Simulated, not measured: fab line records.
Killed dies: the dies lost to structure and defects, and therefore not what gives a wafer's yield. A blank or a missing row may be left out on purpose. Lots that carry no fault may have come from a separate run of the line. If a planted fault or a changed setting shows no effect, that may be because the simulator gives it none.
Problem report, 8D (eight disciplines) form, completed by code + flow sky130 + the parts of the form that need people (team, actions taken, sign-off) are left out

1. THE PROBLEM
Wafers without a fault read 23.00 C, standard deviation 0.098; developer_temp_C at SKY_VIA4_DEVELOP_10 reads a mean of 25.29 C on 9 wafers belonging to 3 lots. Measured from the usual mean, that is +23 standard deviations.
The step: develop time 60 s.
Seen first at day 45 21:04 on litho_track-01, wafer L145.2. The record holds 45 wafers of 15 lots with a number at this step. By rule, "out" or "out of limits" means more than 4 standard deviations away from the usual mean. Any other wafer with a number is counted as sound.

2. WHAT IT IS; WHAT IT IS NOT
| question                    | is                     | is not                                                                          |
|-----------------------------|------------------------|---------------------------------------------------------------------------------|
| which readings at this step | developer_temp_C       | chill_plate_temp_C, exhaust_pa                                                  |
| which lots                  | L144, L145, L147       | L133, L134, L135, L136, L137, L138, L139, L140, L141, L148, L155, L156          |
| which wafers of those lots  | all that have a number | -                                                                               |
| read on which tools         | litho_track-01         | litho_track-03, litho_track-04                                                  |
| when                        | from day 45 21:04      | up to then (27 sound wafers); but 9 sound wafers of L148, L155, L156 came after |

3. THE SUSPECTS, EACH WITH WHAT RULES IT OUT
Counting: a tool at any process step up to the reading remains a suspect when it ran all the lots that are out and ran no sound lot after the first of those.
- cmp-02 at SKY_VIA3_CMP_24 (polishes, stops on SiO2, t overpolish 20 s, target thk 0 nm): ruled out as a lasting fault. Sound lots L148 ran on it after its first lot that is out, L145 (day 43 01:23).
- plasma_asher-02 at SKY_CAP2M_STRIP_14 (strips in O2/N2): kept. It ran every lot that is out, first L145 (day 44 00:29), and no sound lot after that.
- litho_track-01 at SKY_VIA4_DEVELOP_10 (develop time 60 s): kept. It ran every lot that is out, first L145 (day 45 21:04), and no sound lot after that; its last sound lot up to then is L140 (day 45 01:38). Out on those wafers are its own readings of developer_temp_C.
Remaining after the count are plasma_asher-02 at SKY_CAP2M_STRIP_14 and litho_track-01 at SKY_VIA4_DEVELOP_10.

4. THE CAUSE (what the simulator had put in)
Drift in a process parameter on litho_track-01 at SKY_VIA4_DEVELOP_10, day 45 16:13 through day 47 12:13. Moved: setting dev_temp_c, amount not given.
2 suspects survive the count, and this tool is in that group.

5. SEQUENCE OF EFFECTS, ordered by route
Each row: a reading whose mean over the struck wafers that have a number lies more than 3 standard deviations from the usual. Readings are gone through only where the record gives a usual standard deviation; hours: the median, over the lots, of the time from a lot's start at the first step in this table giving one to that lot's start at this step; sigmas: the change measured in usual standard deviations.
| hours | step                | reading          | usual   | on struck wafers | change | sigmas |
|-------|---------------------|------------------|---------|------------------|--------|--------|
| 0     | SKY_VIA4_DEVELOP_10 | developer_temp_C | 23.00 C | 25.29            | +2.29  | +23    |
It contains these process steps:
- SKY_VIA4_DEVELOP_10: develop time 60 s.
Later steps that measure or inspect, where all struck wafers having a row at the step show a number for every such reading and not one has moved that far: SKY_METAL5_THK_MEAS_06.

6. HOW IT WOULD HAVE BEEN CAUGHT EARLIER
First out-of-limits reading in this record: day 45 21:04, which is 5 hours after fault onset at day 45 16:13.
